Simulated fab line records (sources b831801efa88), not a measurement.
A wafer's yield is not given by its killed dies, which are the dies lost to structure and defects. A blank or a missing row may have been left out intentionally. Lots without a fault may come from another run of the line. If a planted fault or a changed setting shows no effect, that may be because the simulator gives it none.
The tool behind it: which one? :: flow gf180mcu :: 39 wafers from 13 lots sampled at 3 of the route's 602 steps

## WHAT THE GAUGES READ, wafer by wafer
GF_TOP_METAL_RS_MEAS_05: measures by four-point-probe. Usual: for TOP_METAL_ALCU_RS the level is 0.0328 ohm/sq and the standard deviation is 0.00036.
lot: L785
measured: day 27 19:37
on: film metro-04
TOP_METAL_ALCU_RS (ohm/sq): 0.0321 0.0328 0.0325
flag: 

lot: L786
measured: day 27 23:41
on: film metro-04
TOP_METAL_ALCU_RS (ohm/sq): 0.0325 0.0322 0.0326
flag: 

lot: L787
measured: day 28 08:05
on: film metro-02
TOP_METAL_ALCU_RS (ohm/sq): 0.0322 0.0329 0.0322
flag: 

lot: L788
measured: day 28 19:20
on: film metro-03
TOP_METAL_ALCU_RS (ohm/sq): 0.0333 0.0332 0.0337
flag: 

lot: L790
measured: day 29 06:46
on: film metro-03
TOP_METAL_ALCU_RS (ohm/sq): 0.0325 0.0326 0.0323
flag: 

lot: L791
measured: day 29 10:23
on: film metro-04
TOP_METAL_ALCU_RS (ohm/sq): 0.0329 0.0330 0.0325
flag: 

lot: L793
measured: day 30 07:17
on: film metro-02
TOP_METAL_ALCU_RS (ohm/sq): 0.0335 0.0331 0.0334
flag: 

lot: L794
measured: day 30 12:05
on: film metro-03
TOP_METAL_ALCU_RS (ohm/sq): 0.0331 0.0330 0.0332
flag: 

lot: L796
measured: day 31 00:47
on: film metro-02
TOP_METAL_ALCU_RS (ohm/sq): 0.0325 0.0330 0.0329
flag: 

lot: L799
measured: day 31 18:41
on: film metro-04
TOP_METAL_ALCU_RS (ohm/sq): 0.0323 0.0324 0.0328
flag: 

lot: L801
measured: day 32 08:08
on: film metro-03
TOP_METAL_ALCU_RS (ohm/sq): 0.0331 0.0334 0.0330
flag: 

lot: L803
measured: day 32 21:38
on: film metro-04
TOP_METAL_ALCU_RS (ohm/sq): 0.0323 0.0329 0.0325
flag: 

lot: L807
measured: day 33 16:59
on: film metro-02
TOP_METAL_ALCU_RS (ohm/sq): 0.0334 0.0336 0.0328
flag: 

## EACH LOT AND THE TOOL THAT RAN IT (in order: tool; ch and the chambers of the sampled wafers; start)
lot: L785
GF_V3_SPUTTER_21: pvd sputter-01, day 22 22:58
GF_TOP_METAL_SPUTTER_01: pvd sputter-04, day 27 19:28

lot: L786
GF_V3_SPUTTER_21: pvd sputter-01, day 23 06:12
GF_TOP_METAL_SPUTTER_01: pvd sputter-04, day 27 23:33

lot: L787
GF_V3_SPUTTER_21: pvd sputter-03, day 23 13:13
GF_TOP_METAL_SPUTTER_01: pvd sputter-04, day 28 07:56

lot: L788
GF_V3_SPUTTER_21: pvd sputter-01, day 24 02:10
GF_TOP_METAL_SPUTTER_01: pvd sputter-02, day 28 19:11

lot: L790
GF_V3_SPUTTER_21: pvd sputter-03, day 24 16:41
GF_TOP_METAL_SPUTTER_01: pvd sputter-03, day 29 06:36

lot: L791
GF_V3_SPUTTER_21: pvd sputter-03, day 24 20:26
GF_TOP_METAL_SPUTTER_01: pvd sputter-04, day 29 10:15

lot: L793
GF_V3_SPUTTER_21: pvd sputter-03, day 25 19:56
GF_TOP_METAL_SPUTTER_01: pvd sputter-02, day 30 07:09

lot: L794
GF_V3_SPUTTER_21: pvd sputter-01, day 26 00:55
GF_TOP_METAL_SPUTTER_01: pvd sputter-03, day 30 11:57

lot: L796
GF_V3_SPUTTER_21: pvd sputter-03, day 26 15:57
GF_TOP_METAL_SPUTTER_01: pvd sputter-04, day 31 00:40

lot: L799
GF_V3_SPUTTER_21: pvd sputter-03, day 27 13:08
GF_TOP_METAL_SPUTTER_01: pvd sputter-04, day 31 18:34

lot: L801
GF_V3_SPUTTER_21: pvd sputter-03, day 28 03:33
GF_TOP_METAL_SPUTTER_01: pvd sputter-02, day 32 08:00

lot: L803
GF_V3_SPUTTER_21: pvd sputter-03, day 28 17:40
GF_TOP_METAL_SPUTTER_01: pvd sputter-02, day 32 21:31

lot: L807
GF_V3_SPUTTER_21: pvd sputter-02, day 29 19:46
GF_TOP_METAL_SPUTTER_01: pvd sputter-02, day 33 16:52
- GF_V3_SPUTTER_21: material Ti, target thk 15 nm, time 80.02 s.
- GF_TOP_METAL_SPUTTER_01: material TiN, target thk 30 nm, time 25 s.

## AS READ BY THE TOOLS THEMSELVES (means over the sampled wafers that have a number; for cases with no such wafer, the mark the record gives instead)
GF_V3_SPUTTER_21. Usual: cathode dc power W 2500.1 W, standard deviation 0.45; throttle valve pct 30.5 %, standard deviation 0.71.
lot: L785
tool: pvd sputter-01
cathode dc power W (W): 2499.9
throttle valve pct (%): 30.7
flag: 

lot: L786
tool: pvd sputter-01
cathode dc power W (W): 2500.2
throttle valve pct (%): 31.0
flag: 

lot: L787
tool: pvd sputter-03
cathode dc power W (W): 2500.2
throttle valve pct (%): 30.5
flag: 

lot: L788
tool: pvd sputter-01
cathode dc power W (W): 2500.2
throttle valve pct (%): 29.8
flag: 

lot: L790
tool: pvd sputter-03
cathode dc power W (W): 2500.0
throttle valve pct (%): 30.8
flag: 

lot: L791
tool: pvd sputter-03
cathode dc power W (W): 2499.6
throttle valve pct (%): 30.7
flag: 

lot: L793
tool: pvd sputter-03
cathode dc power W (W): 2499.4
throttle valve pct (%): 30.6
flag: 

lot: L794
tool: pvd sputter-01
cathode dc power W (W): 2499.7
throttle valve pct (%): 30.3
flag: 

lot: L796
tool: pvd sputter-03
cathode dc power W (W): 2499.7
throttle valve pct (%): 30.1
flag: 

lot: L799
tool: pvd sputter-03
cathode dc power W (W): 2500.2
throttle valve pct (%): 30.8
flag: 

lot: L801
tool: pvd sputter-03
cathode dc power W (W): 2500.3
throttle valve pct (%): 30.0
flag: 

lot: L803
tool: pvd sputter-03
cathode dc power W (W): 2500.1
throttle valve pct (%): 30.4
flag: 

lot: L807
tool: pvd sputter-02
cathode dc power W (W): 2499.6
throttle valve pct (%): 30.3
flag: 

GF_TOP_METAL_SPUTTER_01. Usual: cathode dc power W 6499.8 W, standard deviation 1.3; throttle valve pct 30.6 %, standard deviation 1.3.
lot: L785
tool: pvd sputter-04
cathode dc power W (W): 6500.9
throttle valve pct (%): 31.3
flag: 

lot: L786
tool: pvd sputter-04
cathode dc power W (W): 6499.0
throttle valve pct (%): 31.2
flag: 

lot: L787
tool: pvd sputter-04
cathode dc power W (W): 6500.3
throttle valve pct (%): 30.7
flag: 

lot: L788
tool: pvd sputter-02
cathode dc power W (W): 6500.8
throttle valve pct (%): 31.9
flag: 

lot: L790
tool: pvd sputter-03
cathode dc power W (W): 6500.0
throttle valve pct (%): 30.9
flag: 

lot: L791
tool: pvd sputter-04
cathode dc power W (W): 6499.1
throttle valve pct (%): 29.8
flag: 

lot: L793
tool: pvd sputter-02
cathode dc power W (W): 6498.7
throttle valve pct (%): 31.1
flag: 

lot: L794
tool: pvd sputter-03
cathode dc power W (W): 6499.4
throttle valve pct (%): 30.8
flag: 

lot: L796
tool: pvd sputter-04
cathode dc power W (W): 6499.4
throttle valve pct (%): 30.6
flag: 

lot: L799
tool: pvd sputter-04
cathode dc power W (W): 6499.8
throttle valve pct (%): 30.3
flag: 

lot: L801
tool: pvd sputter-02
cathode dc power W (W): 6500.1
throttle valve pct (%): 31.6
flag: 

lot: L803
tool: pvd sputter-02
cathode dc power W (W): 6498.9
throttle valve pct (%): 30.5
flag: 

lot: L807
tool: pvd sputter-02
cathode dc power W (W): 6499.3
throttle valve pct (%): 30.4
flag: 

## THE ANSWER, worked out from the rows above alone
Rule: take the mean of a lot's wafers that have a number; if it is more than 3 standard deviations from the usual mean, the lot is off. Also off: a lot with no number at a reading for which 4 or more lots have one. Any other lot the step has rows for is counted as sound. The gauges are gone through in route order, then the tools' own readings, and for those a lot's mean is taken as printed above. At the first step where some lot is off, the reading lying furthest off is the one used; lots without a number count as furthest.
No lot is off on any of the readings shown, so nothing can be concluded from this.

## WHAT THE SIMULATOR HAD PUT IN
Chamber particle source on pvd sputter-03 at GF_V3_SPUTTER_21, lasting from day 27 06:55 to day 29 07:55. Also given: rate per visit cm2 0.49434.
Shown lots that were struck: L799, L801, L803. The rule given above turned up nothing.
